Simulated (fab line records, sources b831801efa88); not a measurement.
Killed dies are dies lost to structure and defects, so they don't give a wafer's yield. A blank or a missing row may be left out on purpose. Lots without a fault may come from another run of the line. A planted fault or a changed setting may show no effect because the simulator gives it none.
fab line records | flow sky130
record lots=5 wafers=15 last_day=50
route steps=708 shown GATE_OXIDE@198 POLY_GATE@204 RES_PROTECT@206 PAD_OPEN@708
lots that met no fault: from a run of the same line without faults
start_h: hours from the record's first day to the start of the lot's first wafer shown | wait_h: hours since the lot's step before | " the same as in the row above | L1.1+2: a row that stands for several wafers | - no value, or no start given | * or withheld: withheld | < > ~ a bound
route shown NAME@n: a module of which the file shows steps, and the number in the route of the first | usual: mean/standard deviation of fault-free wafers | same: alike in all rows | chamber/n: place in a boat | sites: the reading at each site | _std_site: their standard deviation | _edge_site: outer sites' mean less inner sites' | radius_mm: how far each site lies from the wafer's centre | mask NAME#n: copy n | behind: the tool/chamber that last shaped the wafer | hold: why the lot was held/for how many hours/how that ended | device: the transistor (n, p or np) that didn't switch | end of line: the same wafers' tests at the end of the route | a step without rows: its recipe alone | killed: dies lost to structure and defects at the first sort, not the wafer's yield | map: a wafer's dies, x killed, . not, _ none there
set.NAME: the setting as run; set.NAME@STEP: as run at that earlier step | model.NAME: the simulator's own value behind a step, which no gauge read
lots at some steps of the route; a table a step, a row a wafer
services: from which hour (start_h, from the record's first day; less than 0 if before it) a tool's chamber was out of use, for how many hours, and why
## steps
# step SKY_GATE_OXIDE_IMPLANT_11
# recipe species=B energy_kev=10 dose_cm2=2.623e+12 tilt_deg=withheld
# step SKY_GATE_OXIDE_WET_ETCH_12
# recipe chemistry=dHF target_depth_nm=16.8 dry=n2_spin target=SiO2 dilution=100:1 temp_c=25 time_s=336
# step SKY_GATE_OXIDE_STRIP_13
# recipe chemistry=O2/N2 power_w=1400 pressure_mtorr=1500 platen_temp_c=withheld o2_flow_sccm=3000 n2_flow_sccm=300 overash_fraction=0.5
# usual drypump_motor_current_A=6.0/0.44 oes_product_au=0.717/0.0047 strip_time_to_endpoint_s=14.18/0.041
# columns lot.wafer tool chamber start_h wait_h drypump_motor_current_A oes_product_au rf_hours_counter_h strip_time_to_endpoint_s
L513.1 plasma_asher-03 0 365.29 0.0 6.6 0.716 68 14.16
L513.3 " 1 " " 6.0 0.720 - 14.14
L513.5 " 0 " " 6.6 0.714 - 14.19
L518.3 plasma_asher-03 0 404.36 0.0 6.5 0.712 - 14.10
L518.4 " 1 " " 6.0 0.730 - 14.13
L518.6 " 1 " " 6.0 0.716 - 14.14
L523.2 plasma_asher-02 1 446.08 0.0 5.9 0.720 32 14.28
L523.3 " 0 " " 5.9 0.715 - 14.27
L523.4 " 1 " " 5.9 0.716 - 14.28
L524.1 plasma_asher-02 0 454.34 0.0 5.9 0.717 33 14.20
L524.2 " 1 " " 5.9 0.714 33 14.20
L524.6 " 1 " " 5.9 0.714 - 14.21
L528.1 plasma_asher-02 1 482.73 0.0 5.9 0.715 36 14.17
L528.2 " 0 " " 5.9 0.714 36 14.21
L528.6 " 0 " " 5.9 0.712 - 14.23
# step SKY_GATE_OXIDE_TW_MEAS_14
# usual GATE_OXIDE_TW=225.0/1.6
# columns lot.wafer tool chamber start_h wait_h GATE_OXIDE_TW
L513.1 film_metro-01 - 365.39 0.1 226.7
L513.3 " - " " 224.9
L513.5 " - " " 224.8
L518.3 film_metro-01 - 404.45 0.1 225.0
L518.4 " - " " 224.5
L518.6 " - " " 224.6
L523.2 film_metro-03 - 446.19 0.1 224.8
L523.3 " - " " 224.6
L523.4 " - " " 225.1
L524.1 film_metro-01 - 454.44 0.1 224.8
L524.2 " - " " 226.3
L524.6 " - " " 225.5
L528.1 film_metro-02 - 482.83 0.1 224.9
L528.2 " - " " 227.1
L528.6 " - " " 226.6
# step SKY_GATE_OXIDE_CLEAN_15
# recipe chemistry=SC1/SC2 mix=1:4:20 temp_c=70 time_s=150 dry=n2_spin
# step SKY_GATE_OXIDE_OXIDATION_16
# recipe temp_c=800 ambient=O2 idle_temp_c=700 ramp_up_c_per_min=10 ramp_down_c_per_min=3 stabilise_s=600 purge_s=300 target_thk_a=35.7 ox_time_s=1915
# step SKY_POLY_GATE_CVD_00
# recipe material=poly-Si target_thk_nm=180 temp_c=620 time_s=720 pressure_mtorr=200
# step SKY_POLY_GATE_THK_MEAS_01
# recipe reads=poly-Si_of_POLY_GATE_CVD_00
# usual POLY_GATE_CVD_00_THK=178.9/1.9
# columns lot.wafer tool chamber start_h wait_h POLY_GATE_CVD_00_THK[nm]
L513.1 film_metro-02 - 371.61 0.0 180.2
L513.3 " - " " 180.8
L513.5 " - " " 181.4
L518.3 film_metro-03 - 410.07 0.0 177.2
L518.4 " - " " 177.4
L518.6 " - " " 177.1
L523.2 film_metro-04 - 453.24 0.0 177.1
L523.3 " - " " 177.6
L523.4 " - " " 177.4
L524.1 film_metro-04 - 460.59 0.0 177.4
L524.2 " - " " 177.4
L524.6 " - " " 178.8
L528.1 film_metro-02 - 487.17 0.0 180.0
L528.2 " - " " 181.2
L528.6 " - " " 179.9
# step SKY_RES_PROTECT_DEHYDRATE_00
# recipe temp_c=200 time_s=60
# step SKY_RES_PROTECT_HMDS_01
# recipe prime_time_s=60 prime_temp_c=120
# step SKY_RES_PROTECT_COAT_02
# recipe resist=NOVOLAK spin_rpm=3000 resist_thk_nm=1140
# step SKY_RES_PROTECT_SOFTBAKE_03
# recipe temp_c=90 time_s=60 resist=NOVOLAK
# step SKY_RES_PROTECT_EXPOSE_04
# recipe mask_id=RPM na=0.6 source_shape=conventional sigma_outer=0.6 polarization=unpolarized target_cd_nm=1270 dose_mj=131
# columns lot.wafer tool chamber start_h wait_h mask
L513.1+3+5 iline_stepper-01 0 385.66 - RPM#0
L518.3+4+6 iline_stepper-02 0 425.15 - NTM#0
L523.2+3+4 iline_stepper-01 0 468.48 - RPM#0
L524.1+2+6 iline_stepper-02 0 475.51 - RPM#0
L528.1+2+6 iline_stepper-02 0 502.69 - RPM#0
# step SKY_RES_PROTECT_PEB_05
# recipe temp_c=withheld time_s=* resist=NOVOLAK
# step SKY_RES_PROTECT_DEVELOP_06
# recipe resist=NOVOLAK developer=TMAH develop_time_s=60 dev_temp_c=23
# step SKY_POLY_GATE_IMPLANT_02
# recipe species=P energy_kev=30 dose_cm2=7.7e+15 tilt_deg=0
# step SKY_RES_PROTECT_STRIP_07
# recipe chemistry=O2/N2 power_w=1400 pressure_mtorr=1500 platen_temp_c=withheld o2_flow_sccm=3000 n2_flow_sccm=300 overash_fraction=0.5
# usual drypump_motor_current_A=5.8/0.42 oes_product_au=0.518/0.0047 strip_time_to_endpoint_s=23.30/0.04
# columns lot.wafer tool chamber start_h wait_h drypump_motor_current_A oes_product_au rf_hours_counter_h strip_time_to_endpoint_s
L513.1 plasma_asher-01 0 400.59 0.1 5.5 0.525 63 23.35
L513.3 " 1 " " 5.2 0.522 - 23.30
L513.5 " 1 " " 5.2 0.519 - 23.29
L518.3 plasma_asher-02 0 440.53 0.1 5.9 0.516 - 23.27
L518.4 " 1 " " 5.9 0.519 - 23.25
L518.6 " 0 " " 5.9 0.510 - 23.27
L523.2 plasma_asher-02 0 483.25 0.1 5.9 0.525 36 23.32
L523.3 " 0 " " 5.9 0.516 - 23.30
L523.4 " 1 " " 5.9 0.526 - 23.33
L524.1 plasma_asher-01 1 490.84 0.1 5.2 0.511 72 23.33
L524.2 " 0 " " 5.5 0.522 72 23.34
L524.6 " 1 " " 5.1 0.514 - 23.36
L528.1 plasma_asher-04 0 517.94 0.1 5.1 0.517 82 23.28
L528.2 " 1 " " 6.4 0.525 82 23.31
L528.6 " 1 " " 6.4 0.519 - 23.29
# step SKY_RES_PROTECT_TW_MEAS_08
# usual POLY_GATE_TW=4043/29
# columns lot.wafer tool chamber start_h wait_h POLY_GATE_TW
L513.1 film_metro-01 - 400.69 0.1 4035
L513.3 " - " " 4043
L513.5 " - " " 4015
L518.3 film_metro-03 - 440.62 0.1 30
L518.4 " - " " 30
L518.6 " - " " 30
L523.2 film_metro-04 - 483.36 0.1 4078
L523.3 " - " " 4080
L523.4 " - " " 4083
L524.1 film_metro-04 - 490.94 0.1 4067
L524.2 " - " " 4068
L524.6 " - " " 4056
L528.1 film_metro-04 - 518.04 0.1 4036
L528.2 " - " " 4065
L528.6 " - " " 4072
# step SKY_RES_PROTECT_CLEAN_09
# recipe chemistry=SC1/SC2 mix=1:4:20 temp_c=70 time_s=150 dry=n2_spin
# step SKY_PAD_OPEN_PROBE_99
# usual killed_at_M0_to_M3=43/6.8 killed_at_M4_up=3.1/1.6 killed_at_contacts=24/5.4 killed_at_front_end=16/4.4 killed_at_other=0.2/0.48 killed_dies=87/8.8 killed_open=48/6.4 killed_short=39/6.2
# same gross_dies=492 killed_at_back_side=0
# columns lot.wafer tool chamber start_h wait_h killed_at_M0_to_M3 killed_at_M4_up killed_at_contacts killed_at_front_end killed_at_other killed_dies killed_open killed_short
L513.1 prober-01 - 1122.81 0.1 35 1 25 14 1 76 42 34
L513.3 prober-01 - 1122.91 0.2 41 4 23 21 0 89 45 44
L513.5 prober-01 - 1123.01 0.2 55 1 20 15 0 91 45 46
# killed by level:class
L513.1 VIA1:geometric_particle:open=13 CONTACT:geometric_particle:open=8 LI_CONTACT:geometric_particle:open=7 CONTACT:geometric_particle:short=7 METAL2:geometric_particle:short=6 FIELD_ISO:geometric_particle:open=4 VIA3:geometric_particle:open=4 FIELD_ISO:geometric_particle:short=3
L513.3 VIA1:geometric_particle:open=12 CONTACT:geometric_particle:open=9 FIELD_ISO:geometric_particle:open=7 CONTACT:geometric_particle:short=6 METAL2:geometric_particle:short=6 VIA3:geometric_particle:open=6 LOCAL_INTERCONNECT:geometric_particle:short=4 FIELD_ISO:geometric_particle:short=4
L513.5 VIA1:geometric_particle:open=13 CONTACT:geometric_particle:open=11 FIELD_ISO:geometric_particle:short=7 VIA2:geometric_particle:open=7 METAL2:geometric_particle:short=6 METAL1:geometric_particle:short=6 VIA1:geometric_particle:short=5 VIA3:geometric_particle:short=5
## services
# columns tool chamber start_h hours kind
iline_stepper-01 - 368.31 7.5 repair
plasma_asher-01 - 374.71 0.4 repair
plasma_asher-02 - 378.76 2.0 repair
plasma_asher-03 - 421.25 9.0 pm
plasma_asher-03 0 421.25 9.0 vent_cycle
plasma_asher-03 1 421.25 9.0 vent_cycle
plasma_asher-03 0 430.25 - clean
plasma_asher-03 1 430.25 - clean
iline_stepper-02 - 445.84 1.7 pm
plasma_asher-02 - 457.38 2.8 pm
iline_stepper-01 - 506.72 1.7 pm
## key
first_sign step=SKY_RES_PROTECT_EXPOSE_04 reading=mask direction=changed
effect step=SKY_RES_PROTECT_TW_MEAS_08 reading=POLY_GATE_TW direction=down sigmas=99+ usual=4043 struck=30
met_at SKY_RES_PROTECT_EXPOSE_04
struck_wafers L518.3,L518.4,L518.6
tester_left_out L518
fault kind=wrong_mask tool=any chamber=- onset_h=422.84 steps=SKY_RES_PROTECT_EXPOSE_04 aux_copy=NTM#0 scope=struck_lots_only
# tester_left_out: of these lots the tester's yield and bins aren't shown, on N5 and GAA mostly nor the transistor test; their killed dies are dies lost to structure and defects alone, not to doping, threshold or leakage, so they don't give the yield
